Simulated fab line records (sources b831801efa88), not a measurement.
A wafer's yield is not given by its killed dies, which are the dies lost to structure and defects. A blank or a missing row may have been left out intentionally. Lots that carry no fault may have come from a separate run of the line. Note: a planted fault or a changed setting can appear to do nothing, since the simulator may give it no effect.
Comparing a struck lot with a sound one :: flow sky130 :: 32 out of 708 route steps
Sound: these wafers, L850.1, L850.3, L850.4. Struck: wafers L857.2, L857.3, L857.6. Last of all comes the cause.
At each step with rows: each side's tool, then ch and its chambers, then its first start. Under that, the readings that differ: sound wafers :: struck wafers :: difference of the means :: sigmas: that difference in standard deviations of wafers without a fault.
alike: words and numbers the same on both sides, and readings whose means are apart by under 2 such deviations; not compared: readings that were withheld, readings missing a value for some wafer, numbers with overlapping values and no deviation given by the record, and bounds like >300 which may hide the same value.
Wherever a step has rows on one side only, a row that says differs or no value, or a row with sigmas, the two part there. Non-overlapping numbers with no deviation appear without sigmas and do not part them. A reading missing from all wafers of one side parts the sides only when that side holds two or more wafers.

SKY_PWDE_OVL_MEAS_07:
  sound: overlay-01 at day 4 01:55; struck: overlay-01 at day 5 18:09
  alike: PWDE_OVL
next, for these wafers, 1 step has no rows: SKY_PWDE_IMPLANT_08.
SKY_PWDE_STRIP_09: strips in O2/N2.
  sound on plasma asher-04 ch 0,1, day 4 02:06; struck on plasma asher-04 ch 0,1, day 5 18:20
  alike: drypump motor current A, oes product au, strip time to endpoint s
  not compared: rf hours counter h
SKY_PWDE_TW_MEAS_10:
  sound: film metro-04 at day 4 02:12; struck: film metro-01 at day 5 18:26
reading: PWDE_TW
sound: 374.3 375.6 373.5
struck: 369.2 371.7 369.9
difference: -4.2
sigmas: -2
then, 7 steps without rows for these wafers: SKY_NWELL_DEHYDRATE_03 (time 60 s); SKY_NWELL_HMDS_04 (prime time 60 s); SKY_NWELL_COAT_05 (resist thk 3000 nm); SKY_NWELL_SOFTBAKE_06; SKY_NWELL_EXPOSE_07 (exposes mask NWM, target cd 840 nm); SKY_NWELL_PEB_08; SKY_NWELL_DEVELOP_09 (develop time 60 s).
SKY_NWELL_OVL_MEAS_10:
  sound: overlay-01 at day 4 19:07; struck: overlay-02 at day 6 12:32
  alike: NWELL_00_OVL
SKY_NWELL_IMPLANT_11:
  sound on implanter-04 ch 0, day 4 19:10; struck on implanter-04 ch 0, day 6 12:54
  alike: beam energy keV
then, 2 steps without rows for these wafers: SKY_NWELL_IMPLANT_12; SKY_NWELL_IMPLANT_13.
SKY_NWELL_STRIP_14: strips in O2/N2.
  sound on plasma asher-01 ch 0,1, day 4 19:37; struck on plasma asher-02 ch 0,1, day 6 13:20
  alike: drypump motor current A, oes product au, strip time to endpoint s
  not compared: rf hours counter h
SKY_NWELL_TW_MEAS_15:
  sound: film metro-03 at day 4 19:43; struck: film metro-01 at day 6 13:40
reading: NWELL_TW
sound: 1817 1809 1813
struck: 2224 2224 2220
difference: +410
sigmas: +34
then, 7 steps without rows for these wafers: SKY_NWELL_DEHYDRATE_16 (time 60 s); SKY_NWELL_HMDS_17 (prime time 62.9 s); SKY_NWELL_COAT_18 (resist thk 3000 nm); SKY_NWELL_SOFTBAKE_19; SKY_NWELL_EXPOSE_20 (exposes mask NWM COMPLEMENT, target cd 840 nm); SKY_NWELL_PEB_21; SKY_NWELL_DEVELOP_22 (develop time 60 s).
SKY_NWELL_OVL_MEAS_23:
  sound: overlay-02 at day 5 14:07; struck: overlay-02 at day 7 07:57
  alike: NWELL_01_OVL
next, for these wafers, 1 step has no rows: SKY_NWELL_IMPLANT_24.
SKY_NWELL_STRIP_25: strips in O2/N2.
  sound on plasma asher-01 ch 0,1, day 5 14:19; struck on plasma asher-01 ch 0,1, day 7 08:08
  alike: drypump motor current A, oes product au, strip time to endpoint s
  not compared: rf hours counter h
SKY_NWELL_TW_MEAS_26:
  sound: film metro-04 at day 5 14:25; struck: film metro-01 at day 7 08:14
  alike: NWELL_2_TW
then, 1 step without rows for these wafers: SKY_NWELL_CLEAN_27 (cleans in SC1/SC2, time 150 s).
SKY_NWELL_RTA_28: time 30 s.
  sound on rtp anneal-01 ch 0, day 5 14:31; struck on rtp anneal-02 ch 0, day 7 08:25
  alike: lamp power pct, wafer_temp_C_max
SKY_NWELL_RS_MEAS_29: the measuring method here is four-point-probe.
  sound: film metro-03 at day 5 14:37; struck: film metro-01 at day 7 08:52
reading: NWELL_RS (ohm/sq)
sound: 621.4 623.0 622.6
struck: 430.4 430.6 431.3
difference: -191.6
sigmas: -96
SKY_PAD_OPEN_PROBE_99:
  rows exist in the record for the sound wafers here (prober-02, day 45 14:23), none for the struck ones

== WHERE THEY PART ==
Last at SKY_PAD_OPEN_PROBE_99 as far as this record goes, first at SKY_PWDE_TW_MEAS_10.

WHY: whatever the simulator had introduced
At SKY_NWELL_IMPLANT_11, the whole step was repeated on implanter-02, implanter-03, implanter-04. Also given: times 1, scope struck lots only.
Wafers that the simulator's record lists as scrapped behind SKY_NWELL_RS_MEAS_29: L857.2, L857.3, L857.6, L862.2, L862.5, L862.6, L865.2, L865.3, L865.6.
